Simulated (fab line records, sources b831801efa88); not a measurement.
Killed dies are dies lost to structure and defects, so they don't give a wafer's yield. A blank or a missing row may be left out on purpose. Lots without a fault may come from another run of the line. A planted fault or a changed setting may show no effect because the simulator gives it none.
fab line records | flow gf180mcu
record lots=21 wafers=63 last_day=34
route steps=602 shown M2@378 V3@447 MIM@523 M5@535 TOP_METAL@573
lots that met no fault: from a run of the same line without faults
start_h: hours from the record's first day to the start of the lot's first wafer shown | wait_h: hours since the lot's step before | " the same as in the row above | L1.1+2: a row that stands for several wafers | - no value, or no start given | * or withheld: withheld | < > ~ a bound
route shown NAME@n: a module of which the file shows steps, and the number in the route of the first | usual: mean/standard deviation of fault-free wafers | same: alike in all rows | chamber/n: place in a boat | sites: the reading at each site | _std_site: their standard deviation | _edge_site: outer sites' mean less inner sites' | radius_mm: how far each site lies from the wafer's centre | mask NAME#n: copy n | behind: the tool/chamber that last shaped the wafer | hold: why the lot was held/for how many hours/how that ended | device: the transistor (n, p or np) that didn't switch | end of line: the same wafers' tests at the end of the route | a step without rows: its recipe alone | killed: dies lost to structure and defects at the first sort, not the wafer's yield | map: a wafer's dies, x killed, . not, _ none there
set.NAME: the setting as run; set.NAME@STEP: as run at that earlier step | model.NAME: the simulator's own value behind a step, which no gauge read
steps of the route over a sample of lots; a table a step, a row a wafer
services: from which hour (start_h, from the record's first day; less than 0 if before it) a tool's chamber was out of use, for how many hours, and why
## steps
# step GF_M2_METAL_ETCH_16
# recipe chemistry=Cl2/BCl3 mask_material=KrF target_depth_nm=750.8 stop_on=SiO2 pressure_mtorr=8 icp_w=800 bias_w=140 Cl2_flow_sccm=80 bcl3_flow_sccm=40 time_s=125.1
# usual chamber_pressure_mTorr=8.001/0.0079 drypump_motor_current_A=5.9/0.32 oes_product_au=0.988/0.0087 throttle_valve_pct=28.233/0.012
# columns lot.wafer tool chamber start_h wait_h chamber_pressure_mTorr drypump_motor_current_A oes_product_au rf_hours_counter_h throttle_valve_pct
L074.3 rie_metal-04 0 443.42 0.1 8.001 6.0 0.991 - 28.230
L074.5 " 0 " " 8.003 6.1 0.999 - 28.213
L074.6 " 0 " " 7.989 6.0 0.992 - 28.225
L075.1 rie_metal-03 1 457.46 0.0 7.999 5.5 0.985 8 28.239
L075.2 " 0 " " 8.001 6.3 1.000 6 28.229
L075.3 " 0 " " 8.005 6.3 0.996 - 28.237
L076.1 rie_metal-03 0 469.56 0.0 8.000 6.3 0.995 6 28.200
L076.2 " 0 " " 8.005 6.4 0.987 - 28.243
L076.3 " 0 " " 7.994 6.4 1.002 - 28.211
L077.1 rie_metal-01 1 482.58 0.0 8.008 5.9 0.979 8 28.239
L077.5 " 1 " " 8.008 5.9 0.969 - 28.244
L077.6 " 1 " " 8.014 5.8 0.990 - 28.237
L078.1 rie_metal-04 1 484.26 0.0 8.004 5.9 0.961 0 28.242
L078.2 " 0 " " 8.011 6.0 0.981 3 28.231
L078.4 " 0 " " 7.996 6.0 0.985 - 28.240
L079.1 rie_metal-01 1 488.73 0.0 7.997 5.8 0.982 9 28.258
L079.4 " 1 " " 8.006 5.9 0.976 - 28.233
L079.6 " 1 " " 8.007 5.9 0.979 - 28.229
L080.3 rie_metal-04 1 499.55 0.1 7.988 5.9 0.983 - 28.264
L080.5 " 0 " " 8.008 6.1 0.997 - 28.223
L080.6 " 1 " " 8.008 5.9 0.980 - 28.244
L081.1 rie_metal-04 1 511.18 0.0 7.988 5.8 0.977 1 28.240
L081.2 " 0 " " 7.991 6.0 0.998 4 28.212
L081.6 " 0 " " 8.007 6.0 0.992 - 28.239
L084.1 rie_metal-01 0 530.02 0.0 8.002 5.4 1.000 0 28.237
L084.2 " 0 " " 7.998 5.5 1.001 - 28.232
L084.4 " 0 " " 8.002 5.5 0.997 - 28.220
L083.3 rie_metal-03 0 530.30 0.1 7.992 6.4 0.986 - 28.234
L083.4 " 1 " " 8.004 5.5 0.982 - 28.236
L083.5 " 0 " " 8.000 6.4 0.995 - 28.235
L085.2 rie_metal-03 1 539.63 0.0 7.997 5.5 0.983 10 28.241
L085.3 " 0 " " 8.003 6.4 0.993 - 28.232
L085.5 " 0 " " 8.000 6.4 0.990 - 28.234
L086.1 rie_metal-03 1 549.48 0.0 7.992 5.5 0.982 11 28.237
L086.2 " 0 " " 8.043 6.4 0.993 9 28.226
L086.4 " 1 " " 8.002 5.5 0.983 - 28.230
L087.4 rie_metal-03 0 552.35 0.1 7.996 6.4 0.990 - 28.229
L087.5 " 0 " " 7.995 6.4 0.990 - 28.234
L087.6 " 1 " " 8.008 5.5 0.986 - 28.236
L088.1 rie_metal-01 0 559.98 0.0 8.001 5.5 0.997 2 28.233
L088.3 " 0 " " 8.007 5.5 1.002 - 28.222
L088.5 " 0 " " 8.006 5.4 1.002 - 28.230
L089.2 rie_metal-03 0 569.58 0.0 7.994 6.4 0.990 9 28.225
L089.5 " 0 " " 8.000 6.4 0.994 - 28.223
L089.6 " 1 " " 8.008 5.5 0.981 - 28.240
L090.4 rie_metal-01 0 580.75 0.1 8.000 5.5 0.988 - 28.203
L090.5 " 0 " " 7.996 5.5 0.989 - 28.215
L090.6 " 1 " " 8.004 5.8 0.983 - 28.256
L091.1 rie_metal-03 0 585.95 0.0 7.985 6.3 0.991 10 28.219
L091.4 " 0 " " 7.998 6.3 0.992 - 28.223
L091.5 " 1 " " 7.998 5.5 0.990 - 28.229
L093.4 rie_metal-04 0 599.52 0.1 7.999 6.0 0.991 - 28.229
L093.5 " 0 " " 7.998 6.0 0.985 - 28.226
L093.6 " 1 " " 7.990 5.8 0.973 - 28.229
L094.1 rie_metal-01 0 606.80 0.0 7.992 5.5 0.999 3 28.229
L094.5 " 1 " " 8.009 5.8 0.988 - 28.224
L094.6 " 0 " " 8.002 5.5 1.003 - 28.210
L095.3 rie_metal-04 0 608.10 0.1 8.020 6.0 1.000 - 28.248
L095.5 " 0 " " 7.999 6.0 0.987 - 28.246
L095.6 " 1 " " 7.997 5.8 0.975 - 28.249
L097.4 rie_metal-01 1 612.90 0.1 8.004 5.8 0.976 - 28.231
L097.5 " 0 " " 8.009 5.5 0.996 - 28.230
L097.6 " 1 " " 8.007 5.8 0.981 - 28.245
# step GF_V3_STRIP_18
# recipe chemistry=O2/N2 power_w=1400 pressure_mtorr=1500 platen_temp_c=250 o2_flow_sccm=3000 n2_flow_sccm=300 overash_fraction=0.5
# usual chamber_pressure_mTorr=1500.2/1.4 drypump_motor_current_A=5.5/0.32 heater_power_w=348/33 n2_flow_sccm=299.7/0.95 oes_product_au=0.593/0.0044
# columns lot.wafer tool chamber start_h wait_h chamber_pressure_mTorr drypump_motor_current_A heater_power_w n2_flow_sccm oes_product_au rf_hours_counter_h
L074.3 plasma_asher-04 0 519.17 - 1500.6 5.7 366 299.6 0.592 -
L074.5 " 1 " " 1499.5 5.4 303 300.7 0.586 -
L074.6 " 0 " " 1502.3 5.7 376 298.1 0.595 -
L075.1 plasma_asher-03 0 531.31 - 1499.9 6.4 400 300.6 0.597 7
L075.2 " 1 " " 1500.4 5.6 406 300.6 0.597 7
L075.3 " 1 " " 1501.0 5.5 393 300.9 0.591 -
L076.1 plasma_asher-02 0 543.82 - 1505.0 5.1 327 299.9 0.589 43
L076.2 " 1 " " 1499.1 5.4 352 299.8 0.588 43
L076.3 " 0 " " 1501.6 5.1 323 298.6 0.585 -
L077.1 plasma_asher-02 1 555.63 - 1499.5 5.4 357 299.4 0.594 45
L077.5 " 0 " " 1500.0 5.2 323 299.6 0.594 -
L077.6 " 1 " " 1501.1 5.4 365 299.8 0.592 -
L078.1 plasma_asher-04 0 558.12 - 1497.1 5.7 372 302.7 0.590 76
L078.2 " 1 " " 1501.2 5.4 306 300.0 0.595 76
L078.4 " 0 " " 1501.2 5.7 363 300.7 0.593 -
L079.1 plasma_asher-02 1 562.01 - 1501.0 5.4 362 299.3 0.603 45
L079.4 " 0 " " 1501.5 5.1 330 299.4 0.596 -
L079.6 " 0 " " 1500.8 5.1 323 298.7 0.593 -
L080.3 plasma_asher-02 0 571.70 - 1500.1 5.1 324 299.6 0.593 -
L080.5 " 1 " " 1501.7 5.4 359 300.7 0.593 -
L080.6 " 0 " " 1498.9 5.1 321 298.2 0.589 -
L081.1 plasma_asher-04 1 582.97 - 1499.7 5.4 305 300.8 0.595 79
L081.2 " 0 " " 1499.5 5.7 370 299.3 0.597 79
L081.6 " 1 " " 1496.4 5.4 310 301.2 0.594 -
L084.1 plasma_asher-03 0 600.26 - 1499.8 6.4 386 299.4 0.592 15
L084.2 " 1 " " 1503.2 5.6 402 300.2 0.589 15
L084.4 " 0 " " 1499.5 6.4 391 300.0 0.590 -
L083.3 plasma_asher-04 0 601.50 - 1501.6 5.7 370 300.5 0.597 -
L083.4 " 1 " " 1498.7 5.4 299 297.6 0.593 -
L083.5 " 0 " " 1498.7 5.7 371 300.6 0.601 -
L085.2 plasma_asher-04 0 609.11 - 1500.3 5.8 368 300.1 0.594 81
L085.3 " 0 " " 1499.4 5.7 370 299.5 0.589 -
L085.5 " 0 " " 1503.9 5.7 384 299.1 0.591 -
L086.1 plasma_asher-02 0 618.73 - 1499.6 5.1 332 299.4 0.600 52
L086.2 " 1 " " 1500.1 5.4 359 300.2 0.588 52
L086.4 " 1 " " 1499.3 5.4 356 299.3 0.586 -
L087.4 plasma_asher-02 1 619.72 - 1500.1 5.4 354 299.7 0.593 -
L087.5 " 1 " " 1498.7 5.4 358 298.1 0.593 -
L087.6 " 0 " " 1500.7 5.1 320 299.7 0.588 -
L088.1 plasma_asher-04 1 627.81 - 1498.9 5.4 299 299.5 0.602 84
L088.3 " 1 " " 1500.1 5.4 304 300.1 0.594 -
L088.5 " 0 " " 1500.7 5.7 374 299.4 0.591 -
L089.2 plasma_asher-04 0 636.48 - 1500.2 5.7 380 299.8 0.593 85
L089.5 " 1 " " 1498.6 5.4 303 301.9 0.590 -
L089.6 " 0 " " 1504.3 5.7 357 300.9 0.598 -
L090.4 plasma_asher-03 0 646.99 - 1501.2 6.4 394 300.5 0.589 -
L090.5 " 0 " " 1500.2 6.4 385 300.7 0.589 -
L090.6 " 1 " " 1499.8 5.6 400 297.6 0.594 -
L091.1 plasma_asher-02 0 652.98 - 1498.9 5.2 320 297.9 0.600 55
L091.4 " 0 " " 1501.0 5.1 329 299.0 0.597 -
L091.5 " 0 " " 1499.7 5.1 331 299.4 0.599 -
L093.4 plasma_asher-03 1 664.55 - 1500.2 5.6 392 299.3 0.598 -
L093.5 " 1 " " 1497.7 5.6 399 300.3 0.594 -
L093.6 " 0 " " 1502.2 6.4 390 299.2 0.593 -
L094.1 plasma_asher-02 1 671.41 - 1500.8 5.4 364 300.9 0.590 58
L094.5 " 0 " " 1499.0 5.2 329 299.0 0.589 -
L094.6 " 1 " " 1500.6 5.4 363 301.0 0.594 -
L095.3 plasma_asher-04 0 671.79 - 1501.2 5.6 379 301.1 0.601 -
L095.5 " 1 " " 1498.7 5.4 304 298.5 0.590 -
L095.6 " 0 " " 1498.7 5.7 372 300.6 0.596 -
L097.4 plasma_asher-02 0 677.08 - 1497.9 5.2 330 300.9 0.588 -
L097.5 " 1 " " 1498.6 5.4 353 298.7 0.589 -
L097.6 " 0 " " 1498.9 5.2 334 300.3 0.589 -
# step GF_MIM_STRIP_20
# recipe chemistry=O2/N2 power_w=1400 pressure_mtorr=1500 platen_temp_c=250 o2_flow_sccm=3000 n2_flow_sccm=300 overash_fraction=0.5
# usual chamber_pressure_mTorr=1500.0/1.4 drypump_motor_current_A=5.7/0.45 heater_power_w=367/29 n2_flow_sccm=300.0/0.81 oes_product_au=0.693/0.0047 strip_time_to_endpoint_s=11.25/0.047
# columns lot.wafer tool chamber start_h wait_h chamber_pressure_mTorr drypump_motor_current_A heater_power_w n2_flow_sccm oes_product_au rf_hours_counter_h strip_time_to_endpoint_s
L074.3 plasma_asher-02 0 589.54 0.1 1498.1 5.2 328 299.4 0.694 - 11.26
L074.5 " 1 " " 1499.9 5.4 361 300.7 0.694 - 11.32
L074.6 " 0 " " 1502.0 5.2 320 300.9 0.691 - 11.25
L075.1 plasma_asher-02 0 601.49 0.1 1496.5 5.2 334 300.6 0.690 50 11.20
L075.2 " 1 " " 1499.3 5.4 351 302.1 0.692 50 11.19
L075.3 " 1 " " 1500.6 5.4 354 300.7 0.691 - 11.21
L076.1 plasma_asher-02 0 613.35 0.0 1497.5 5.2 319 300.2 0.690 51 11.23
L076.2 " 1 " " 1500.2 5.4 355 299.6 0.704 51 11.26
L076.3 " 1 " " 1498.3 5.4 358 300.7 0.696 - 11.24
L077.1 plasma_asher-02 0 624.37 0.0 1500.0 5.2 319 300.4 0.695 52 11.31
L077.5 " 1 " " 1500.5 5.4 359 300.4 0.690 - 11.25
L077.6 " 0 " " 1499.7 5.2 329 299.7 0.694 - 11.25
L078.1 plasma_asher-03 1 626.10 0.0 1500.6 5.6 397 299.5 0.685 18 11.28
L078.2 " 0 " " 1502.3 6.4 400 301.2 0.700 18 11.22
L078.4 " 1 " " 1501.0 5.6 402 300.0 0.690 - 11.28
L079.1 plasma_asher-03 1 629.75 0.0 1501.1 5.5 392 299.7 0.697 18 11.24
L079.4 " 1 " " 1499.6 5.6 414 300.0 0.697 - 11.22
L079.6 " 0 " " 1499.4 6.4 385 301.1 0.693 - 11.21
L080.3 plasma_asher-02 0 638.25 0.1 1500.9 5.2 326 300.3 0.698 - 11.25
L080.5 " 1 " " 1500.6 5.4 353 299.1 0.691 - 11.35
L080.6 " 0 " " 1500.3 5.2 335 300.0 0.696 - 11.31
L081.1 plasma_asher-03 1 649.22 0.0 1496.0 5.6 395 299.4 0.692 20 11.34
L081.2 " 0 " " 1499.1 6.4 379 299.1 0.690 20 11.31
L081.6 " 0 " " 1499.3 6.4 381 299.1 0.693 - 11.31
L084.1 plasma_asher-02 1 665.17 0.0 1501.0 5.4 352 300.0 0.690 57 11.21
L084.2 " 0 " " 1499.9 5.2 330 299.5 0.695 57 11.25
L084.4 " 1 " " 1501.0 5.4 361 299.8 0.691 - 11.28
L083.3 plasma_asher-03 0 666.93 0.1 1498.3 6.4 392 300.5 0.695 - 11.28
L083.4 " 1 " " 1501.8 5.6 399 300.1 0.688 - 11.26
L083.5 " 0 " " 1498.6 6.4 383 299.7 0.689 - 11.25
L085.2 plasma_asher-03 0 673.25 0.0 1500.3 6.4 396 301.0 0.694 23 11.21
L085.3 " 0 " " 1497.5 6.4 388 299.8 0.693 - 11.24
L085.5 " 1 " " 1502.5 5.6 402 301.2 0.703 - 11.20
L086.1 plasma_asher-03 1 682.20 0.0 1501.7 5.5 402 299.2 0.694 24 11.20
L086.2 " 0 " " 1498.1 6.4 388 300.8 0.689 24 11.22
L086.4 " 0 " " 1498.8 6.4 394 299.9 0.695 - 11.23
L087.4 plasma_asher-03 1 683.98 0.1 1500.4 5.5 395 301.0 0.705 - 11.28
L087.5 " 0 " " 1499.1 6.4 391 298.2 0.703 - 11.28
L087.6 " 1 " " 1498.3 5.5 402 299.3 0.697 - 11.35
L088.1 plasma_asher-02 0 690.80 0.0 1502.5 5.1 328 299.7 0.685 60 11.23
L088.3 " 0 " " 1500.6 5.2 328 298.4 0.688 - 11.24
L088.5 " 0 " " 1499.7 5.1 332 298.4 0.693 - 11.25
L089.2 plasma_asher-02 1 697.85 0.0 1501.5 5.4 353 300.3 0.687 60 11.30
L089.5 " 1 " " 1499.7 5.4 341 299.6 0.688 - 11.25
L089.6 " 0 " " 1499.7 5.1 342 300.8 0.690 - 11.24
L090.4 plasma_asher-02 1 708.95 0.1 1501.1 5.4 353 300.4 0.684 - 11.22
L090.5 " 1 " " 1497.6 5.4 363 300.6 0.695 - 11.17
L090.6 " 0 " " 1502.5 5.2 331 300.2 0.692 - 11.23
L091.1 plasma_asher-01 0 714.45 0.0 1499.2 5.8 367 301.1 0.701 111 11.26
L091.4 " 1 " " 1500.3 5.4 333 300.9 0.688 - 11.22
L091.5 " 1 " " 1499.6 5.4 332 302.1 0.687 - 11.22
L093.4 plasma_asher-03 1 725.43 0.1 1502.3 5.6 407 299.3 0.690 - 11.31
L093.5 " 0 " " 1500.6 6.4 389 300.8 0.692 - 11.20
L093.6 " 1 " " 1498.7 5.6 404 300.2 0.701 - 11.32
L095.3 plasma_asher-01 1 731.90 0.1 1499.3 5.4 325 299.8 0.700 - 11.26
L095.5 " 0 " " 1499.7 5.8 367 300.4 0.690 - 11.26
L095.6 " 1 " " 1499.6 5.4 328 299.9 0.688 - 11.31
L094.1 plasma_asher-02 0 732.20 0.0 1500.4 5.2 326 300.1 0.694 64 11.20
L094.5 " 1 " " 1500.4 5.4 349 299.7 0.697 - 11.27
L094.6 " 0 " " 1501.0 5.1 321 300.2 0.692 - 11.22
L097.4 plasma_asher-03 1 736.58 0.1 1500.3 5.6 395 299.2 0.696 - 11.28
L097.5 " 1 " " 1501.2 5.6 414 302.1 0.695 - 11.27
L097.6 " 0 " " 1501.3 6.4 383 301.8 0.682 - 11.19
# step GF_M5_ETCH_09
# recipe chemistry=CF4/O2 target=Si3N4 target_depth_nm=52 source_w=800 bias_w=150 pressure_mtorr=150 cf4_flow_sccm=80 O2_flow_sccm=10 time_s=11.6
# usual chamber_pressure_mTorr=149.99/0.13 drypump_motor_current_A=5.5/0.39 oes_product_au=0.998/0.0089 throttle_valve_pct=5.970/0.0085
# columns lot.wafer tool chamber start_h wait_h chamber_pressure_mTorr drypump_motor_current_A oes_product_au rf_hours_counter_h throttle_valve_pct
L074.3 rie_diel-04 3 611.55 0.0 150.05 5.3 0.988 11 5.965
L074.5 " 3 " " 150.15 5.3 0.979 - 5.972
L074.6 " 0 " " 149.79 5.9 0.999 - 5.961
L075.1 rie_diel-01 1 622.90 0.0 149.94 4.9 0.996 3 5.967
L075.2 " 0 " " 149.90 6.0 0.993 8 5.975
L075.3 " 2 " " 150.05 5.6 1.010 12 5.958
L076.1 rie_diel-02 1 633.78 0.0 150.07 5.9 0.997 1 5.970
L076.2 " 2 " " 150.13 5.6 0.996 18 5.978
L076.3 " 3 " " 150.21 5.3 0.995 42 5.964
L077.1 rie_diel-02 0 644.65 0.0 150.06 4.9 1.020 54 5.974
L077.5 " 1 " " 149.89 5.9 0.994 - 5.964
L077.6 " 0 " " 149.91 4.9 1.019 - 5.966
L078.1 rie_diel-04 3 646.64 0.0 149.93 5.2 0.999 12 5.971
L078.2 " 0 " " 149.68 5.9 1.003 12 5.950
L078.4 " 2 " " 149.77 5.2 1.002 - 5.969
L079.1 rie_diel-01 2 650.25 0.0 149.99 5.7 0.998 13 5.972
L079.4 " 0 " " 149.89 6.0 0.984 9 5.956
L079.6 " 1 " " 150.16 4.9 1.006 - 5.974
L080.3 rie_diel-04 1 658.23 0.0 149.71 5.8 1.008 0 5.959
L080.5 " 3 " " 149.96 5.3 0.990 - 5.971
L080.6 " 0 " " 149.73 5.9 1.010 - 5.970
L081.1 rie_diel-04 0 669.24 0.0 149.95 5.9 0.994 13 5.968
L081.2 " 2 " " 149.98 5.1 0.988 22 5.963
L081.6 " 3 " " 149.96 5.3 0.987 - 5.957
L084.1 rie_diel-01 3 685.25 0.0 149.88 5.1 0.993 52 5.964
L084.2 " 0 " " 149.87 6.0 0.991 10 5.976
L084.4 " 2 " " 149.93 5.6 1.015 14 5.974
L083.3 rie_diel-02 1 687.30 0.0 150.21 5.9 0.997 4 5.952
L083.4 " 0 " " 150.08 4.9 1.016 56 5.983
L083.5 " 0 " " 149.89 4.9 1.011 - 5.980
L085.2 rie_diel-04 3 693.55 0.0 150.01 5.3 0.983 14 5.958
L085.3 " 0 " " 149.99 5.9 1.003 14 5.978
L085.5 " 3 " " 150.04 5.3 0.983 - 5.971
L086.1 rie_diel-01 1 702.15 0.0 149.90 4.9 1.005 6 5.986
L086.2 " 0 " " 149.87 6.0 0.983 11 5.967
L086.4 " 1 " " 150.02 4.9 1.005 - 5.968
L087.4 rie_diel-04 1 702.80 0.0 149.83 5.8 1.005 2 5.981
L087.5 " 0 " " 149.72 5.9 1.000 - 5.973
L087.6 " 3 " " 150.17 5.3 0.988 - 5.970
L088.1 rie_diel-01 0 710.64 0.0 150.09 6.0 0.989 11 5.973
L088.3 " 1 " " 150.09 4.9 0.998 7 5.979
L088.5 " 0 " " 150.08 6.0 0.988 - 5.964
L089.2 rie_diel-01 0 716.94 0.0 149.91 6.0 0.986 12 5.960
L089.5 " 3 " " 149.85 5.1 0.997 - 5.974
L089.6 " 0 " " 150.04 6.0 0.986 - 5.961
L090.4 rie_diel-04 2 727.32 0.0 150.18 5.2 0.988 24 5.973
L090.5 " 2 " " 149.88 5.2 0.994 - 5.963
L090.6 " 1 " " 149.95 5.8 0.998 - 5.969
L091.1 rie_diel-01 1 732.79 0.0 149.90 4.9 1.002 8 5.975
L091.4 " 0 " " 149.93 6.1 0.986 - 5.972
L091.5 " 1 " " 150.07 4.9 1.011 - 5.982
L093.4 rie_diel-02 2 743.09 0.0 150.10 5.6 1.016 22 5.968
L093.5 " 3 " " 149.96 5.3 0.995 - 5.970
L093.6 " 0 " " 150.24 4.9 1.001 - 5.968
L095.3 rie_diel-04 2 749.65 0.0 149.97 5.1 1.002 25 5.968
L095.5 " 2 " " 149.92 5.1 1.003 - 5.976
L095.6 " 1 " " 149.98 5.8 0.994 - 5.962
L094.1 rie_diel-02 2 749.98 0.0 149.83 5.6 1.000 23 5.966
L094.5 " 3 " " 149.91 5.3 0.990 - 5.972
L094.6 " 2 " " 150.08 5.6 0.997 - 5.973
L097.4 rie_diel-04 3 754.05 0.0 149.89 5.3 0.986 16 5.958
L097.5 " 1 " " 149.94 5.8 0.982 - 5.973
L097.6 " 0 " " 150.06 5.9 0.991 - 5.976
# step GF_TOP_METAL_THK_MEAS_06
# recipe thk_meas_gauge=xrf reads=AlCu_of_TOP_METAL_SPUTTER_02
# usual TOP_METAL_ALCU_THK=902/10
# columns lot.wafer tool chamber start_h wait_h TOP_METAL_ALCU_THK[nm]
L074.3 film_metro-03 - 635.20 0.1 912
L074.5 " - " " 923
L074.6 " - " " 915
L075.1 film_metro-02 - 646.15 0.1 874
L075.2 " - " " 878
L075.3 " - " " 895
L076.1 film_metro-03 - 657.10 0.1 903
L076.2 " - " " 905
L076.3 " - " " 903
L077.1 film_metro-01 - 667.33 0.1 890
L077.5 " - " " 895
L077.6 " - " " 894
L078.1 film_metro-03 - 669.35 0.1 905
L078.2 " - " " 905
L078.4 " - " " 896
L079.1 film_metro-01 - 672.77 0.1 901
L079.4 " - " " 910
L079.6 " - " " 913
L080.3 film_metro-02 - 680.76 0.1 899
L080.5 " - " " 907
L080.6 " - " " 896
L081.1 film_metro-03 - 691.41 0.1 906
L081.2 " - " " 905
L081.6 " - " " 905
L084.1 film_metro-02 - 707.26 0.1 883
L084.2 " - " " 878
L084.4 " - " " 888
L083.3 film_metro-03 - 709.11 0.1 914
L083.4 " - " " 922
L083.5 " - " " 909
L085.2 film_metro-03 - 715.59 0.1 895
L085.3 " - " " 901
L085.5 " - " " 908
L086.1 film_metro-02 - 723.65 0.1 897
L086.2 " - " " 896
L086.4 " - " " 900
L087.4 film_metro-01 - 724.63 0.1 898
L087.5 " - " " 898
L087.6 " - " " 901
L088.1 film_metro-03 - 731.58 0.1 897
L088.3 " - " " 907
L088.5 " - " " 898
L089.2 film_metro-02 - 737.43 0.1 900
L089.5 " - " " 893
L089.6 " - " " 893
L090.4 film_metro-03 - 748.85 0.1 906
L090.5 " - " " 904
L090.6 " - " " 901
L091.1 film_metro-02 - 753.37 0.1 890
L091.4 " - " " 899
L091.5 " - " " 903
L093.4 film_metro-02 - 763.44 0.1 893
L093.5 " - " " 891
L093.6 " - " " 897
L095.3 film_metro-02 - 769.48 0.1 910
L095.5 " - " " 897
L095.6 " - " " 906
L094.1 film_metro-03 - 770.10 0.1 923
L094.5 " - " " 917
L094.6 " - " " 915
L097.4 film_metro-01 - 773.17 0.1 902
L097.5 " - " " 904
L097.6 " - " " 878
# step GF_TOP_METAL_METAL_ETCH_16
# recipe chemistry=Cl2/BCl3 mask_material=NOVOLAK target_depth_nm=1197 stop_on=SiO2 pressure_mtorr=8 icp_w=800 bias_w=140 Cl2_flow_sccm=80 bcl3_flow_sccm=40 time_s=199.5
# usual chamber_pressure_mTorr=8.000/0.0073 drypump_motor_current_A=5.6/0.31 oes_product_au=0.992/0.0071 throttle_valve_pct=28.230/0.0098
# columns lot.wafer tool chamber start_h wait_h chamber_pressure_mTorr drypump_motor_current_A oes_product_au rf_hours_counter_h throttle_valve_pct
L074.3 rie_metal-02 1 655.40 0.1 7.995 5.4 0.989 - 28.226
L074.5 " 0 " " 8.006 5.4 0.993 - 28.208
L074.6 " 1 " " 8.013 5.5 0.988 - 28.227
L075.1 rie_metal-02 0 666.08 0.0 8.007 5.4 0.980 3 28.227
L075.2 " 1 " " 7.987 5.5 0.985 4 28.225
L075.3 " 0 " " 8.003 5.4 0.979 - 28.239
L076.1 rie_metal-01 1 676.08 0.0 7.999 5.8 0.971 15 28.253
L076.2 " 0 " " 8.005 5.5 0.992 7 28.219
L076.3 " 1 " " 8.011 5.9 0.973 - 28.246
L077.1 rie_metal-01 0 686.54 0.0 7.996 5.5 0.995 7 28.225
L077.5 " 0 " " 8.000 5.5 0.987 - 28.217
L077.6 " 1 " " 7.999 5.9 0.980 - 28.239
L078.1 rie_metal-02 1 688.14 0.0 8.016 5.4 0.993 5 28.223
L078.2 " 0 " " 7.990 5.4 0.980 3 28.231
L078.4 " 0 " " 7.996 5.4 0.990 - 28.240
L079.1 rie_metal-03 0 691.98 0.0 7.989 6.3 0.987 14 28.223
L079.4 " 0 " " 8.004 6.4 0.992 - 28.241
L079.6 " 1 " " 8.004 5.4 0.989 - 28.230
L080.3 rie_metal-03 0 699.51 0.1 7.989 6.4 0.990 - 28.230
L080.5 " 0 " " 8.013 6.4 0.990 - 28.244
L080.6 " 0 " " 7.993 6.4 0.992 - 28.240
L081.1 rie_metal-03 0 710.29 0.0 8.000 6.3 0.991 15 28.234
L081.2 " 1 " " 8.003 5.5 0.998 0 28.225
L081.6 " 1 " " 8.003 5.5 0.999 - 28.225
L084.1 rie_metal-01 0 725.33 0.0 8.004 5.5 1.000 10 28.208
L084.2 " 0 " " 8.011 5.4 0.998 - 28.232
L084.4 " 0 " " 7.990 5.4 0.997 - 28.223
L083.3 rie_metal-01 0 726.71 0.1 8.009 5.5 0.987 - 28.230
L083.4 " 0 " " 8.003 5.5 0.998 - 28.233
L083.5 " 0 " " 7.993 5.4 0.991 - 28.228
L085.2 rie_metal-01 0 733.48 0.0 8.000 5.5 0.999 11 28.215
L085.3 " 1 " " 8.010 5.8 0.979 - 28.232
L085.5 " 0 " " 7.997 5.5 0.997 - 28.236
L086.1 rie_metal-03 1 741.43 0.0 8.002 5.4 1.003 2 28.228
L086.2 " 1 " " 7.995 5.5 0.991 - 28.220
L086.4 " 1 " " 7.995 5.5 1.001 - 28.203
L087.4 rie_metal-01 0 742.20 0.1 7.999 5.5 1.004 - 28.210
L087.5 " 1 " " 7.992 5.8 0.990 - 28.229
L087.6 " 0 " " 7.994 5.5 0.991 - 28.235
L088.1 rie_metal-03 1 748.13 0.0 7.999 5.5 0.990 3 28.253
L088.3 " 1 " " 8.006 5.5 0.990 - 28.232
L088.5 " 1 " " 7.999 5.5 0.988 - 28.212
L089.2 rie_metal-03 1 754.25 0.1 7.991 5.5 0.987 - 28.235
L089.5 " 1 " " 7.984 5.5 0.998 - 28.229
L089.6 " 1 " " 8.006 5.5 0.992 - 28.242
L090.4 rie_metal-01 0 765.40 0.2 8.008 5.5 0.991 - 28.227
L090.5 " 0 " " 7.991 5.5 0.996 - 28.224
L090.6 " 0 " " 7.993 5.5 0.994 - 28.242
L091.1 rie_metal-01 0 769.73 0.0 8.008 5.5 0.999 15 28.205
L091.4 " 0 " " 7.987 5.5 0.994 - 28.232
L091.5 " 0 " " 7.994 5.5 0.996 - 28.222
L093.4 rie_metal-03 0 778.71 0.1 8.016 6.4 0.993 - 28.227
L093.5 " 1 " " 8.015 5.4 0.995 - 28.241
L093.6 " 0 " " 8.003 6.4 0.997 - 28.239
L095.3 rie_metal-01 0 785.06 0.1 7.999 5.5 1.004 - 28.235
L095.5 " 0 " " 8.003 5.5 0.994 - 28.242
L095.6 " 0 " " 8.010 5.5 0.994 - 28.232
L094.1 rie_metal-01 0 785.98 0.0 8.004 5.5 0.988 17 28.240
L094.5 " 0 " " 7.992 5.4 0.987 - 28.223
L094.6 " 0 " " 7.996 5.5 0.989 - 28.224
L097.4 rie_metal-01 0 790.60 0.1 7.992 5.5 0.993 - 28.237
L097.5 " 0 " " 7.996 5.5 0.996 - 28.223
L097.6 " 1 " " 7.998 5.9 0.973 - 28.239
## services
# columns tool chamber start_h hours kind
plasma_asher-03 - 421.25 9.0 pm
rie_metal-01 - 429.56 1.2 repair
rie_metal-03 1 459.80 11.5 repair
plasma_asher-03 - 461.96 15.6 pm
plasma_asher-03 - 477.56 14.6 pm
plasma_asher-03 - 498.93 1.5 repair
rie_diel-04 - 503.42 2.8 pm
rie_metal-01 0 512.60 14.4 repair
rie_diel-04 1 522.06 4.9 repair
rie_metal-01 1 523.32 18.8 repair
rie_metal-01 0 543.22 14.4 repair
rie_metal-03 1 599.08 17.0 repair
rie_diel-04 2 599.67 4.3 repair
rie_metal-03 - 609.82 5.1 repair
plasma_asher-02 - 615.73 1.1 repair
plasma_asher-02 - 626.29 3.5 repair
rie_metal-01 1 657.83 10.6 repair
rie_diel-04 0 677.95 3.0 repair
rie_diel-04 - 683.45 2.1 repair
rie_metal-01 - 691.09 1.4 pm
rie_metal-01 1 755.21 15.1 repair
rie_metal-01 - 758.04 0.7 repair
rie_metal-03 - 762.51 1.4 pm
rie_metal-01 1 784.25 3.0 repair
## key
fault none
